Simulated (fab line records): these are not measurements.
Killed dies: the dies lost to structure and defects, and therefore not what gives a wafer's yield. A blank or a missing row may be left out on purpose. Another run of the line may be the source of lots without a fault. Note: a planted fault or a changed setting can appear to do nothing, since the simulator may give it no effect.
Which tool is to blame? -- flow gf180mcu -- 7 lots (17 wafers sampled), 1 step of a 602-step route

WHAT THE GAUGES SHOWED, per wafer
GF_M2_OVL_MEAS_15.
lot,measured,on,M2_OVL (nm)
L317,day 19 21:01,overlay-02,-3 -3 -4
L320,day 21 08:01,overlay-02,-9 -5 -7
L323,day 22 09:55,overlay-02,13 8 0
L327,day 23 15:40,overlay-02,2 8 -1
L330,day 24 15:43,overlay-02,-5 1 2
L333,day 25 12:23,overlay-02,5
L336,day 26 13:59,overlay-02,-3

WHICH TOOL RAN EACH LOT (tool, then ch and the chambers of the sampled wafers, then the start)
Record: no process step prior to these readings.

THE ANSWER, worked out from the rows above alone
Rule: the lots themselves supply what counts as usual. The widest of any qualifying gaps counts: lots, ordered by their means at a reading, are off when they make up no more than a third of the lots, leave a main group of 4 or more, and stand apart from it by 3 or more times the standard deviation of that group's means. A main group whose means are all the same, to the digits that the tables above print for the reading, isn't used. Also off: a lot with no number at a reading for which 4 or more lots have one. Any other lot the step has rows for is counted as sound.
No lot is off at any reading shown: from this, nothing can be told.

WHAT THE SIMULATOR HAD INSERTED
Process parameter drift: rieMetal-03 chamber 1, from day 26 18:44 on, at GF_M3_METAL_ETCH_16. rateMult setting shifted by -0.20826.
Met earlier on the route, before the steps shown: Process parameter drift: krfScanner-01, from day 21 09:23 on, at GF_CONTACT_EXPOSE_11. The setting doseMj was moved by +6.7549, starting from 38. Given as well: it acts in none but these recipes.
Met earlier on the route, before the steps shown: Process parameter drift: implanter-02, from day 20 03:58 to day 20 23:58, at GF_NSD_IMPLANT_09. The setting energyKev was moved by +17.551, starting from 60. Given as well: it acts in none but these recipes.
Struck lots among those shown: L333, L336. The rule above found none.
